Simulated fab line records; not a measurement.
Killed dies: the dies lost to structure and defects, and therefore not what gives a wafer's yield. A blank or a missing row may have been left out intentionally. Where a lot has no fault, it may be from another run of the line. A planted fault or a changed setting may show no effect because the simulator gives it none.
2 desks, one fault -- flow sky130 -- each desk holds nothing but its own numbers, with what lay behind them at the end

## THE TOOL OWNER'S DESK: krf-scanner-01
The tool's own readings at SKY_FIELD_ISO_EXPOSE_10 (exposes mask FOM, target cd 150 nm): means of the sampled wafers that have a number, for each lot that ran on this tool. The brackets show how far a lot's mean lies from the usual mean; more than 4 standard deviations puts the lot out of limits, marked OUT.
Columns: A = stage-vel-mm-s at SKY_FIELD_ISO_EXPOSE_10, usual 500.02 mm/s
lot,first seen here,A
L767,day 2 01:32,500.06
L768,day 2 03:05,499.73
L773,day 3 05:17,499.90
L775,day 3 14:46,500.17
L777,day 4 00:40,499.66
L780,day 4 17:25,500.19
L790,day 6 18:22,499.94
Finding of this desk: none of the 7 lots has anything out of limits.

## AT THE METROLOGY DESK
What the gauges read, lot by lot, whatever tool the lot ran on: means of the sampled wafers that have a number. The brackets show how far a lot's mean lies from the usual mean; more than 4 standard deviations puts the lot out of limits, marked OUT.
Columns: A = cd-nm at SKY_FIELD_ISO_CD_MEAS_13, usual 149.8 nm; B = VT_ADJUST_HVTP_TW at SKY_VT_ADJUST_HVTP_TW_MEAS_11, usual 1362; C = VT_ADJUST_NCORE_TW at SKY_VT_ADJUST_NCORE_TW_MEAS_11, usual 218.2
lot,first seen here,A,B,C
L767,day 2 07:15,151.8,1365,216.7
L768,day 2 08:47,148.0,1373,216.7
L770,day 2 20:26,151.2,1368,217.1
L769,day 2 20:39,149.2,1365,216.5
L772,day 3 04:20,149.4,1356,216.7
L771,day 3 04:32,150.9,1357,217.0
L773,day 3 12:34,148.9,1355,220.7
L775,day 3 22:58,150.0,1363,218.9
L777,day 4 08:47,132.7 (-12) OUT,1360,219.9
L780,day 5 02:10,111.2 (-28) OUT,1366,219.2
L788,day 6 19:59,150.5,1356,216.0
L790,day 7 03:00,147.2,1353,218.7
This desk's verdict: out of limits on L777, L780, starting with L777 at day 4 08:47 (cd-nm at SKY_FIELD_ISO_CD_MEAS_13). L767, L768, L770, L769, L772, L771, L773, L775, L788, L790: within limits.

## ALL TOGETHER
The metrology desk could have raised an alarm at day 4 08:47, on L777, L780.
Nothing out of limits was seen by the tool owner's desk.
Tool owner's desk: L777, L780 on record, inside its limits.
The lots listed all ran SKY_FIELD_ISO_EXPOSE_10 on krf-scanner-01.

## WHAT HAD BEEN PUT IN BY THE SIMULATOR
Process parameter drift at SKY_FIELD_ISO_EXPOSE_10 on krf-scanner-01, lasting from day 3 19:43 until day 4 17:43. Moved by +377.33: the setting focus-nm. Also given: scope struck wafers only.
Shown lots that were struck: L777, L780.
Per desk, hours elapsed from the start of the fault to the first reading out of limits: for the metrology desk, 13.
